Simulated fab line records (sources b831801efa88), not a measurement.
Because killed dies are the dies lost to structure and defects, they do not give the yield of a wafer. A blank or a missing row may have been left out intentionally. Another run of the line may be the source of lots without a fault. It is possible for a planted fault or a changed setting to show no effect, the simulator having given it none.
A single fault, viewed from 2 desks -- flow gf180mcu -- only its own numbers are on each desk; what lay behind them is given at the end

== AT THE TOOL OWNER'S DESK: wet bench-04 ==
The tool's own readings at GF_STI_WET_ETCH_26 (etches SiO2 in dHF, target depth 94 nm, time 188 s): means of the sampled wafers that have a number, for each lot that ran on this tool. Marked OUT: a lot whose mean sits more than 4 standard deviations from the usual mean, which makes it out of limits; the brackets give that distance.
Columns: A = run length s at GF_STI_WET_ETCH_26, usual 216 s
lot,first seen here,A
L505,day 2 08:45,213
L516,day 4 18:35,83 (-35) OUT
L526,day 7 02:04,214
L527,day 7 02:04,214
This desk's finding: out of limits on L516; first on L516, day 4 18:35 (run length s at GF_STI_WET_ETCH_26). In limits: L505, L526, L527.

== FROM THE METROLOGY DESK ==
What the gauges read, lot by lot, whatever tool the lot ran on: means of the sampled wafers that have a number. Marked OUT: a lot whose mean sits more than 4 standard deviations from the usual mean, which makes it out of limits; the brackets give that distance.
Columns: A = STI_OXIDATION_01_THK at GF_STI_THK_MEAS_22, usual 15.10 nm; B = STI_CVD_23_THK at GF_STI_THK_MEAS_24, usual 654 nm; C = STI_OXIDATION_02_THK at GF_STI_THK_MEAS_30, usual 10.04 nm; D = DNWELL_TW at GF_DNWELL_TW_MEAS_09, usual 1351; E = NWELL_OVL at GF_NWELL_OVL_MEAS_07, usual -0.5 nm; F = NWELL_TW at GF_NWELL_TW_MEAS_11, usual 1574
lot,first seen here,A,B,C,D,E,F
L505,day 2 08:03,14.91,654,9.93,1358,-1.1,1556
L516,day 4 18:05,15.36,657,10.07,1373,-0.1,1580
L525,day 6 17:28,15.14,663,10.24,1328,0.5,1582
L527,day 7 01:35,15.74,649,10.27,1335,-1.8,1551
L526,day 7 01:35,15.14,652,10.42,1366,-2.4,1581
This desk found nothing out of limits on any of the 5 lots.

== PUT TOGETHER ==
The tool owner's desk could have raised an alarm at day 4 18:35, on L516.
The metrology desk saw nothing out of limits.
The metrology desk holds a record of L516, inside its limits.
All the named lots went through GF_STI_WET_ETCH_26 on wet bench-04.

== WHAT WAS PUT IN BY THE SIMULATOR ==
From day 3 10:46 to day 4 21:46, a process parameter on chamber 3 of wet bench-04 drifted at GF_STI_WET_ETCH_26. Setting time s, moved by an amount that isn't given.
Lots struck among those shown: L516.
Each desk's first reading out of limits, in hours after the fault started: the tool owner's desk, 32.
